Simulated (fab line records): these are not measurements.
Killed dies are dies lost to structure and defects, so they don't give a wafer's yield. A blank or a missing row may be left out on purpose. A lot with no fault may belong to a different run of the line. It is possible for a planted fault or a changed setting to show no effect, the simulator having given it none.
Code-filled problem report in 8D (eight disciplines) form | flow gf180mcu | the parts of the form that need people (team, actions taken, sign-off) are left out

== 1. WHAT IS WRONG ==
Mean HV_LDD_3_TW at GF_HV_LDD_TW_MEAS_38: 1512 over 6 wafers in 2 lots; fault-free wafers: 1438, standard deviation 12. Relative to the usual mean, that is a shift of +6.1 standard deviations.
Earliest sighting: wafer L588.2 on filmMetro-02 at day 16 14:04. The record has a number at this step for 39 wafers belonging to 13 lots. By rule, "out" or "out of limits" means more than 4 standard deviations away from the usual mean. The other wafers with a number count as sound.

== 2. WHAT IT IS; WHAT IT IS NOT ==
question                    | is                         | is not
which readings at this step | HV_LDD_3_TW                | -
which lots                  | L588, L590                 | L573, L574, L575, L576, L577, L578, L579, L589, L591, L593, L594
which wafers of those lots  | all that have a number     | -
read on which gauges        | filmMetro-02, filmMetro-03 | filmMetro-01
when                        | from day 16 14:04          | up to then (21 sound wafers); but 12 sound wafers of L589, L591, L593, L594 came after

== 3. WHAT RULES OUT EACH SUSPECT ==
Counting: any tool at a process step up to the reading is kept as a suspect provided that every lot that is out went through it and no sound lot did after the first of them.
- the gauge at GF_HV_LDD_TW_MEAS_38: ruled out. The wafers that are out were read on 2 gauges (filmMetro-02, filmMetro-03).
- implanter-02 at GF_HV_LDD_IMPLANT_34: kept. Every lot that is out went through it, starting with L588 (day 16 13:32), and after that it ran no sound lot; the last sound lot it ran before then is L579 (day 13 18:57). Its own doseIonsCm2, faradayCurrentUA readings are out on those wafers.
Left after counting: implanter-02 at GF_HV_LDD_IMPLANT_34.

== 4. THE CAUSE (what the simulator had put in) ==
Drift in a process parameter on implanter-02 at GF_HV_LDD_IMPLANT_34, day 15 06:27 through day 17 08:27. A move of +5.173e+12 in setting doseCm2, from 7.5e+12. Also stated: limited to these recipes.
Only this tool survived the counting.

== 5. SEQUENCE OF EFFECTS, ordered by route ==
One row per reading whose mean, taken over the struck wafers that have a number, lies over 3 standard deviations from the usual. Readings are gone through only where the record gives a usual standard deviation; hours: the median, over the lots, of the time from a lot's start at the first step in this table giving one to that lot's start at this step; sigmas: the change measured in usual standard deviations.
hours | step                 | reading          | usual        | on struck wafers | change   | sigmas
0     | GF_HV_LDD_IMPLANT_34 | doseIonsCm2      | 7.5e+12      | 1.3e+13          | +5.2e+12 | +99 or more
0     | GF_HV_LDD_IMPLANT_34 | faradayCurrentUA | 42.4         | 72.1             | +29.7    | +34
1     | GF_HV_LDD_TW_MEAS_38 | HV_LDD_3_TW      | 1438         | 1512             | +74      | +6.1
24    | GF_HV_LDD_RS_MEAS_53 | HV_LDD_RS        | 419.0 ohm/sq | 406.0            | -13.0    | -14
It contains these process steps:
- GF_HV_LDD_IMPLANT_34
Later steps that measure or inspect, where all struck wafers having a row at the step show a number for every such reading and not one has moved that far: GF_HV_LDD_OVL_MEAS_47.

== 6. HOW IT WOULD HAVE BEEN CAUGHT EARLIER ==
Counted from the fault's start at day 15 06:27, it took 32 hours until the first out-of-limits reading at a measuring or inspecting step in this record, taken at day 16 14:04.
Tool's own readings at GF_HV_LDD_IMPLANT_34, doseIonsCm2, faradayCurrentUA: out on all struck wafers the step has rows for; an alarm limit on them would have tripped on the first.
Of the lots that are out (2), L590 began GF_HV_LDD_IMPLANT_34 on implanter-02 after day 16 14:04. It would have been spared by a hold on the tool at that moment.
